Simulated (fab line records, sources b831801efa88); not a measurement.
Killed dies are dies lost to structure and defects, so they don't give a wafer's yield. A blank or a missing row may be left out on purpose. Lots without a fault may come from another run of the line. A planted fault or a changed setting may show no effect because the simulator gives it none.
A struck lot beside a sound one | flow sfq_line | 17 steps out of a route of 325
Sound: wafers L668.1, L668.4, L668.5. Struck: wafers L670.2, L670.4, L670.6. The cause comes at the end.
At each step with rows: each side's tool, then ch and its chambers, then its first start. Under that, the readings that differ: sound wafers | struck wafers | difference of the means | sigmas: that difference in standard deviations of wafers without a fault.
alike: readings whose means differ by less than 2 such deviations, and words and numbers that are the same on both sides. not compared: withheld readings, readings that some wafer has no value for, bounds like >300 that may hide the same value, and numbers for which the record gives no deviation and whose values overlap.
The two part at a step that has a row with sigmas, a row that says differs or no value, or rows on one side only. Numbers that don't overlap but have no deviation are shown without sigmas and don't part them. A reading that every wafer of one side lacks parts them only if that side has two wafers or more.

SFQ_M7_OVL_MEAS_945:
  sound on overlay-01, day 69 22:58; struck on overlay-01, day 74 08:23
  alike: M7_OVL
then, 1 step without rows for these wafers: SFQ_TRILAYER_M7_BARC_OPEN_METAL_ETCH_229 (etches BARC in O2, target depth 125 nm, time 41.7 s).
SFQ_TRILAYER_M7_ETCH_METAL_ETCH_180: etches Nb in Cl2/Ar, stops on SiO2, target depth 240 nm, time 120 s.
  sound on rie_metal-01 ch 0,1, day 69 23:04; struck on rie_metal-02 ch 0,1, day 74 08:28
  alike: chamber_pressure_mTorr, drypump_motor_current_A, oes_product_au
  not compared: rf_hours_counter_h
SFQ_TRILAYER_M7_STRIP_STRIP_181: strips in O2.
  sound on rie_metal-01 ch 0,1, day 69 23:11; struck on rie_metal-02 ch 0,1, day 74 08:35
  alike: chamber_pressure_mTorr, drypump_motor_current_A, oes_product_au
  not compared: rf_hours_counter_h
then, 1 step without rows for these wafers: SFQ_TRILAYER_M7_STRIP_SOLV_CLEAN_182 (cleans in NMP, time 600 s).
SFQ_TRILAYER_I7_DEP_PECVD_183: deposits SiO2 from SiH4/N2O, time 111.11 s, target thk 500 nm.
  sound on pecvd-01 ch 0,1,2, day 69 23:58; struck on pecvd-01 ch 0,1,2, day 74 09:22
  reading              | sound                | struck               | difference | sigmas
  susceptor_temp_C (C) | 150.08 150.11 150.17 | 149.63 149.89 150.03 | -0.27      | -2
  alike: heater_power_outer_w, heater_power_w, throttle_valve_pct
SFQ_TRILAYER_I7_CMP_CMP_184: polishes SiO2.
  sound on cmp-01 ch 1,2,3, day 70 00:14; struck on cmp-01 ch 0,1,2, day 74 16:44
  alike: head_pressure_psi, motor_current_A, slurry_flow_ml_min, time_to_endpoint_s
SFQ_I7_BOW_MEAS_946:
  sound on film_metro-04, day 70 03:14; struck on film_metro-03, day 74 19:15
  alike: I7_BOW
then, 4 steps without rows for these wafers: SFQ_TRILAYER_I7_METRO_MEASURE_185; SFQ_TRILAYER_I7_VIA_LITHO_COAT_192 (resist thk 62 nm); SFQ_TRILAYER_I7_VIA_LITHO_COAT_187 (resist thk 650 nm); SFQ_TRILAYER_I7_VIA_LITHO_SOFTBAKE_191.
SFQ_TRILAYER_I7_VIA_LITHO_EXPOSE_188: exposes mask I7, target cd 1000 nm.
  sound on krf_scanner-01 ch 0, day 72 15:27; struck on krf_scanner-01 ch 0, day 75 09:39
  reading                    | sound                | struck            | difference | sigmas
  model.I7.overlay_x_nm (nm) | -3.296 -3.296 -3.296 | 95.46 95.46 95.46 | +98.76     |
  alike: mask, focus_offset_nm, reticle_temp_C
then, 2 steps without rows for these wafers: SFQ_TRILAYER_I7_VIA_LITHO_PEB_190 (peb time 60 s); SFQ_TRILAYER_I7_VIA_LITHO_DEVELOP_189 (time 60 s).
SFQ_I7_OVL_MEAS_947:
  sound on overlay-02, day 72 16:57; struck on overlay-01, day 75 10:58
  reading     | sound   | struck   | difference | sigmas
  I7_OVL (nm) | -4 0 -4 | 95 95 90 | +96        | +22
SFQ_TRILAYER_I7_VIA_BARC_OPEN_VIA_ETCH_260: etches BARC in O2, target depth 125 nm, time 41.7 s.
  sound on rie_diel-03 ch 1,3, day 72 16:59; struck on rie_diel-03 ch 2,3, day 75 10:59
  alike: chamber_pressure_mTorr, drypump_motor_current_A, oes_product_au
  not compared: rf_hours_counter_h

WHERE THEY PART
First at SFQ_TRILAYER_I7_DEP_PECVD_183; last, within this record, at SFQ_I7_OVL_MEAS_947. Later steps at which nothing parts them and some readings are alike: SFQ_TRILAYER_I7_VIA_BARC_OPEN_VIA_ETCH_260.

WHY: what the simulator had put in
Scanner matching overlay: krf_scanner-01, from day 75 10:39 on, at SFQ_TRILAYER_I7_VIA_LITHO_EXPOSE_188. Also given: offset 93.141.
